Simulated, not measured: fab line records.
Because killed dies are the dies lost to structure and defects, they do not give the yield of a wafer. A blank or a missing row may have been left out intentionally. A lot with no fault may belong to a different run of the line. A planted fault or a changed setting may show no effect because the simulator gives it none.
A lot that was struck, set against a sound lot / flow sky130 / 18 steps out of a route of 708
Sound: wafers L466.2, L466.3, L466.4. The struck wafers were L464.1, L464.3, L464.4. The cause is given at the end.
Order at every step that has rows: each side's tool, ch and its chambers, its first start. Under that, the readings that differ: sound wafers / struck wafers / difference of the means / sigmas: that difference in standard deviations of wafers without a fault.
alike: a reading whose means differ by less than 2 such deviations, as well as words and numbers matching on both sides. not compared: withheld readings; readings where some wafer has no value; bounds like >300 that might hide an equal value; numbers whose values overlap and for which the record gives no deviation.
The two part at a step that has a row with sigmas, a row that says differs or no value, or rows on one side only. Non-overlapping numbers with no deviation appear without sigmas and do not part them. A reading that every wafer of one side lacks parts them only if that side has two wafers or more.

first, 1 step without rows for these wafers: SKY_VT_ADJUST_PCH_IMPLANT_08.
SKY_VT_ADJUST_PCH_STRIP_09: strips in O2/N2.
  sound on plasmaAsher-01 ch 0,1, day 13 11:17; struck on plasmaAsher-04 ch 0,1, day 12 21:23
  alike: drypumpMotorCurrentA, oesProductAu, stripTimeToEndpointS
  not compared: rfHoursCounterH
SKY_VT_ADJUST_PCH_TW_MEAS_10:
  sound on filmMetro-01, day 13 11:24; struck on filmMetro-01, day 12 21:29
  alike: VT_ADJUST_PCH_TW
then, 7 steps without rows for these wafers: SKY_SONOS_TUNNEL_DEHYDRATE_00 (time 60 s); SKY_SONOS_TUNNEL_HMDS_01 (prime time 60 s); SKY_SONOS_TUNNEL_COAT_02 (resist thk 1140 nm); SKY_SONOS_TUNNEL_SOFTBAKE_03 (time 60 s); SKY_SONOS_TUNNEL_EXPOSE_04 (exposes mask TUNM, target cd 410 nm); SKY_SONOS_TUNNEL_PEB_05; SKY_SONOS_TUNNEL_DEVELOP_06 (develop time 60 s).
SKY_SONOS_TUNNEL_CD_MEAS_07 targets a cd of 410 nm.
  sound on cdSem-01, day 14 13:08; struck on cdSem-02, day 13 23:37
reading=cdNm (nm); sound=411.5 411.0 411.8; struck=415.5 418.3 416.6; difference=+5.4; sigmas=+2
SKY_SONOS_TUNNEL_OVL_MEAS_08:
  sound on overlay-02, day 14 13:14; struck on overlay-01, day 13 23:44
  alike: SONOS_TUNNEL_OVL
SKY_SONOS_TUNNEL_IMPLANT_09:
  sound on implanter-01 ch 0, day 14 13:17; struck on implanter-01 ch 0, day 14 00:14
then, 2 steps without rows for these wafers: SKY_SONOS_TUNNEL_WET_ETCH_10 (etches SiO2 in dHF, target depth 14 nm, time 280 s); SKY_SONOS_TUNNEL_STRIP_11 (strips in SPM, time 600 s).
SKY_SONOS_TUNNEL_TW_MEAS_12:
  sound on filmMetro-04, day 14 13:41; struck on filmMetro-04, day 14 00:53
reading=SONOS_TUNNEL_TW; sound=198.5 199.6 199.4; struck=243.9 243.5 242.0; difference=+44.0; sigmas=+27
then, 1 step without rows for these wafers: SKY_SONOS_TUNNEL_CLEAN_13 (cleans in dHF, time 20 s).
-- the record jumps here: 34 days lie between the struck wafers' starts before and after (it left off in module SONOS_TUNNEL and takes up again in module PAD_OPEN, whose first step shown is number 708 of the route) --
SKY_PAD_OPEN_PROBE_99:
  sound on prober-01, day 48 11:16; struck on prober-02, day 48 02:40
reading=model.etest.tipSonos.rsOhmSq; sound=2612 2622 2607; struck=2975 2969 2962; difference=+355; sigmas=
reading=model.etest.sonosUncharged.rOnOhmUm; sound=817.2 812.1 825.3; struck=882.3 895 890; difference=+70.9; sigmas=
reading=model.etest.sonosBaked.vtV (V); sound=0.9301 0.9047 0.9105; struck=1.217 1.222 1.22; difference=+0.305; sigmas=
reading=model.etest.sonosProgrammed.vtV (V); sound=1.442 1.427 1.362; struck=1.762 1.706 1.74; difference=+0.326; sigmas=
reading=model.etest.sonosUncharged.vtV (V); sound=-0.4364 -0.428 -0.4306; struck=-0.208 -0.1783 -0.2009; difference=+0.236; sigmas=
reading=model.etest.sonosErased.vtV (V); sound=-2.273 -2.318 -2.266; struck=-2.034 -2.087 -2.05; difference=+0.229; sigmas=
  alike: killed_at_M0_to_M3, killed_at_M4_up, killedAtContacts, killedAtFrontEnd, killedAtOther, killedDies, killedOpen, killedShort

== WHERE THEY PART ==
Earliest at SKY_SONOS_TUNNEL_CD_MEAS_07; latest, in this record, at SKY_SONOS_TUNNEL_TW_MEAS_12. Later steps at which nothing parts them and some readings are alike: SKY_PAD_OPEN_PROBE_99.

WHY: the cause the simulator had injected
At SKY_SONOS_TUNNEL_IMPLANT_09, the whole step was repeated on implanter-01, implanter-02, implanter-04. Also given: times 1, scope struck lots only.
